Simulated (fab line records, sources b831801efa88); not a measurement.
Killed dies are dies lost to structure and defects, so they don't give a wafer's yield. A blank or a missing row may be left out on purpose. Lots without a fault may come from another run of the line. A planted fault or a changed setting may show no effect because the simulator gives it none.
Chamber matching | flow gf180mcu | GF_CONTACT_CMP_04 on cmp-02: 4 sister chambers
The step polishes SiO2. 8 wafers are shown with their chamber, then 9 later ones without.

WAFERS WITH THEIR CHAMBER
wafer  | chamber | motor_current_A (A) | time_to_endpoint_s (s)
L849.3 | 1       | 10.7                | 115
L855.6 | 3       | 9.3                 | 106
L856.1 | 0       | 11.2                | 108
L856.2 | 2       | 10.4                | 105
L856.3 | 1       | 10.9                | 113
L857.3 | 3       | 10.0                | 97
L857.4 | 0       | 12.3                | 105
L857.6 | 2       | 10.9                | 109

WAFERS WITHOUT THEIR CHAMBER
wafer  | motor_current_A (A) | time_to_endpoint_s (s)
L859.2 | 11.7                | 109
L859.5 | 10.5                | 117
L859.6 | 12.3                | 122
L861.2 | 10.6                | 102
L861.3 | 11.3                | 113
L861.5 | 9.7                 | 109
L863.1 | 10.6                | 112
L863.2 | 11.2                | 113
L863.3 | 9.4                 | 100

WHICH CHAMBER EACH WENT THROUGH
wafer  | from the rows above               | in truth
L859.2 | can't be placed: 0 or 2 or 1      | 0
L859.5 | can't be placed: 1 or 2           | 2
L859.6 | can't be placed: 1 or 0 or 2      | 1
L861.2 | can't be placed: 2 or 3 or 0 or 1 | 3
L861.3 | can't be placed: 1 or 0 or 2      | 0
L861.5 | can't be placed: 2 or 3 or 1      | 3
L863.1 | can't be placed: 1 or 2           | 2
L863.2 | can't be placed: 1 or 2 or 0      | 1
L863.3 | 3                                 | 3
Placed correctly: 1 of 9. Can't be placed from these rows: 8 (the true chamber is among the candidates in 8). Placed wrongly: 0.
How it was worked out, from the rows above alone: a wafer's distance from a chamber is the root of the sum, over the readings, of the square of ((its reading less the chamber's mean) divided by the reading's scatter). The wafer belongs to the nearest chamber; if the next one is less than 2 further off, it can't be placed. A chamber's mean is the mean of its shown wafers. The scatter: the root of (the sum of the squares of (reading less its chamber's mean) over the shown wafers, divided by (wafers less chambers)).
